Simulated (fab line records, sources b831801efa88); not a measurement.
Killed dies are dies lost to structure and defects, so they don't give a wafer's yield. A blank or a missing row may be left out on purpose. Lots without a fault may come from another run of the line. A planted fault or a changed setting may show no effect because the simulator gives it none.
Which tool did it? | flow sky130 | 6 lots, 18 wafers sampled, at 1 step of a route of 708

WHAT THE GAUGES READ, wafer by wafer
SKY_RES_XHIGH_TW_MEAS_09.
lot  | measured     | on            | RES_XHIGH_TW
L176 | day 28 11:24 | film_metro-03 | 1629 1631 1637
L177 | day 28 13:49 | film_metro-01 | 1643 1637 1643
L180 | day 29 19:06 | film_metro-03 | 1645 1634 1641
L182 | day 30 02:39 | film_metro-01 | 1652 1664 1650
L192 | day 33 15:31 | film_metro-03 | 1648 1649 1650
L195 | day 34 15:19 | film_metro-03 | 1662 1651 1648

WHICH TOOL RAN EACH LOT (tool, then ch and the chambers of the sampled wafers, then the start)
The record holds no process step before these readings.

THE ANSWER, worked out from the rows above alone
Rule: what is usual is taken from the lots themselves. Put in order of their means at a reading, lots are off if they are a third of the lots or fewer, leave a main group of 4 or more, and stand apart from it by a gap of 3 or more times the standard deviation of the main group's means; of several such gaps the widest counts. A main group whose means are all the same, to the digits that the tables above print for the reading, isn't used. A lot without any number at a reading at which 4 lots or more have one is off too. The other lots that the step has rows for count as sound.
No lot is off at any reading shown: from this, nothing can be told.

WHAT THE SIMULATOR HAD PUT IN
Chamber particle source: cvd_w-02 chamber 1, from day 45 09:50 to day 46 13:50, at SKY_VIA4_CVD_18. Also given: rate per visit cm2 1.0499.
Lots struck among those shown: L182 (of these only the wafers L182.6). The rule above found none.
